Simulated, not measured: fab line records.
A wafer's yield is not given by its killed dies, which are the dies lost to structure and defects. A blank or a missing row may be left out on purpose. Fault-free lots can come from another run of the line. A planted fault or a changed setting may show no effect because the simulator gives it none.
One fault through the eyes of 2 desks    flow sky130    every desk sees just its own numbers, and what lay behind them comes last

## THE METROLOGY DESK
Lot by lot, what the gauges showed, no matter which tool ran the lot: averages of those sampled wafers that carry a number. Any lot whose mean is over 4 standard deviations away from the usual mean is out of limits and marked OUT; that distance is given in the brackets.
Columns: A = GATE_OXIDE_OXIDATION_00_THK at SKY_GATE_OXIDE_THK_MEAS_02, usual 10.28 nm; B = LDD_LDN_TW at SKY_LDD_LDN_TW_MEAS_13, usual 1479
lot   first seen here  A      B
L428  day 12 19:13     10.47  1461
L429  day 13 11:04     10.04  1469
L430  day 13 17:22     10.24  1477
L433  day 14 13:31     10.66  1479
L434  day 15 07:02     10.43  1468
L436  day 16 00:17     10.16  1483
L435  day 16 00:19     10.15  1467
L437  day 16 08:44     10.20  1465
L440  day 17 07:01     10.28  1508
L441  day 17 16:35     10.51  1353 (-8.4) OUT
L442  day 18 04:19     10.05  1391 (-5.9) OUT
L444  day 19 03:05     10.34  1466
This desk's finding: out of limits on L441, L442; first on L441, day 28 01:07 (LDD_LDN_TW at SKY_LDD_LDN_TW_MEAS_13). Within limits: L428, L429, L430, L433, L434, L436, L435, L437, L440, L444.

## AT THE TOOL OWNER'S DESK: implanter-02
The tool's own readings at SKY_LDD_LDN_IMPLANT_08: means of the sampled wafers that have a number, for each lot that ran on this tool. Any lot whose mean is over 4 standard deviations away from the usual mean is out of limits and marked OUT; that distance is given in the brackets.
Columns: A = dose_ions_cm2 at SKY_LDD_LDN_IMPLANT_08, usual 1.2497e+13; B = faraday_current_uA at SKY_LDD_LDN_IMPLANT_08, usual 70.4
lot   first seen here  A                             B
L428  day 22 21:38     1.2488e+13                    72.0
L433  day 24 20:30     1.2499e+13                    70.9
L437  day 26 19:22     1.2492e+13                    69.9
L440  day 27 14:57     1.2520e+13                    71.2
L441  day 28 00:27     1.2480e+12 (-99 or more) OUT  7.0 (-42) OUT
L442  day 28 16:09     1.2567e+12 (-99 or more) OUT  7.0 (-42) OUT
This desk's verdict: out of limits on L441, L442, starting with L441 at day 28 00:27 (dose_ions_cm2 at SKY_LDD_LDN_IMPLANT_08). Within limits: L428, L433, L437, L440.

## PUT TOGETHER
At day 28 00:27, on L441, L442, the tool owner's desk was in a position to raise an alarm.
At day 28 01:07 the metrology desk could have sounded an alarm, on L441, L442.
SKY_LDD_LDN_IMPLANT_08 was run on implanter-02 by each of the lots named.

## WHAT HAD BEEN PUT IN BY THE SIMULATOR
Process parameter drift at SKY_LDD_LDN_IMPLANT_08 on implanter-02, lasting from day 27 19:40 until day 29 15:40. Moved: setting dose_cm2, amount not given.
Lots struck among those shown: L441, L442.
Delay (hours) between the fault's onset and each desk's first out-of-limits reading: 5 at the tool owner's desk, 5 at the metrology desk.
